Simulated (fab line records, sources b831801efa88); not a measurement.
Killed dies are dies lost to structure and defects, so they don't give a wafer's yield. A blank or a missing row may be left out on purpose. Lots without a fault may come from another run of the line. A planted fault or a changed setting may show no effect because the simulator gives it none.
Split-lot experiment | flow sky130 | 5 lots, 23 wafers read, on a route of 708 steps

THE SPLIT
At SKY_PWDE_IMPLANT_08, the setting energy_kev was moved away from the recipe's 150 on 8 of the 23 wafers read, by -3.7% to +4.0%. The other wafers ran this setting at the recipe's value.

The reading is taken at the split's own step.

THE READING
implant.drp_nm (the simulator's own value, which no gauge read), in nm, at SKY_PWDE_IMPLANT_08. The file gives no usual value for it.

wafer  | tool, chamber at the split | energy_kev as run | against the recipe | implant.drp_nm, nm | against lot-mates on the recipe
L075.1 | implanter-03, 0            | 145               | -3.3%              | 96.72              | -1.25
L075.5 | implanter-03, 0            | 145               | -3.3%              | 96.72              | -1.25
L075.6 | implanter-03, 0            | 145               | -3.3%              | 96.72              | -1.25
L075.2 | implanter-03, 0            | 150               | recipe             | 97.97              | -
L075.4 | implanter-03, 0            | 150               | recipe             | 97.97              | -
L076.2 | implanter-02, 0            | 150               | recipe             | 97.97              | -
L076.5 | implanter-02, 0            | 150               | recipe             | 97.97              | -
L076.6 | implanter-02, 0            | 150               | recipe             | 97.97              | -
L081.1 | implanter-04, 0            | 150               | recipe             | 97.97              | -
L081.5 | implanter-04, 0            | 150               | recipe             | 97.97              | -
L081.2 | implanter-04, 0            | 144.5             | -3.7%              | 96.6               | -1.37
L081.3 | implanter-04, 0            | 144.5             | -3.7%              | 96.6               | -1.37
L081.4 | implanter-04, 0            | 144.5             | -3.7%              | 96.6               | -1.37
L083.1 | implanter-03, 0            | 156               | +4.0%              | 99.58              | +1.61
L083.6 | implanter-03, 0            | 156               | +4.0%              | 99.58              | +1.61
L083.2 | implanter-03, 0            | 150               | recipe             | 97.97              | -
L083.3 | implanter-03, 0            | 150               | recipe             | 97.97              | -
L083.4 | implanter-03, 0            | 150               | recipe             | 97.97              | -
L085.1 | implanter-02, 0            | 150               | recipe             | 97.97              | -
L085.3 | implanter-02, 0            | 150               | recipe             | 97.97              | -
L085.4 | implanter-02, 0            | 150               | recipe             | 97.97              | -
L085.5 | implanter-02, 0            | 150               | recipe             | 97.97              | -
L085.6 | implanter-02, 0            | 150               | recipe             | 97.97              | -

THE FIT
A straight line over all 23 wafers: implant.drp_nm changes by +0.385 nm for each +1% of energy_kev; r = +1.00; the points scatter about the line by 0.024 nm.
The same after taking each lot's own level away (the mean of its wafers on the recipe; 23 wafers): +0.385 nm for each +1%; r = +1.00; scatter 0.024 nm.
On that fit, the largest move of energy_kev shifts the reading by 1.5 nm.
The lots' own levels span 97.970 to 97.970 nm.
So the lot-to-lot level changes the slope little: the two slopes agree.
Check: with one of the wafers moved furthest among these (+4.0%) left out of the fit, the line predicts +1.54 nm for it against its lot-mates. It came out at +1.61 nm against them.

OTHER SPLITS ON THESE WAFERS
These wafers also went through other splits before the reading. Each is held against what the fit with the lots' levels taken away leaves over:
other split on the same wafers    | wafers away from the commonest value | r with implant.drp_nm (lot level and that fit taken away)
SKY_FIELD_ISO_CVD_03 temp_c       | 15                                   | +0.47
SKY_FIELD_ISO_OXIDATION_22 temp_c | 15                                   | -0.22

THE FILE'S OWN FIT
implant.drp_nm changes by +0.385 nm for each +1% of energy_kev, r = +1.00.
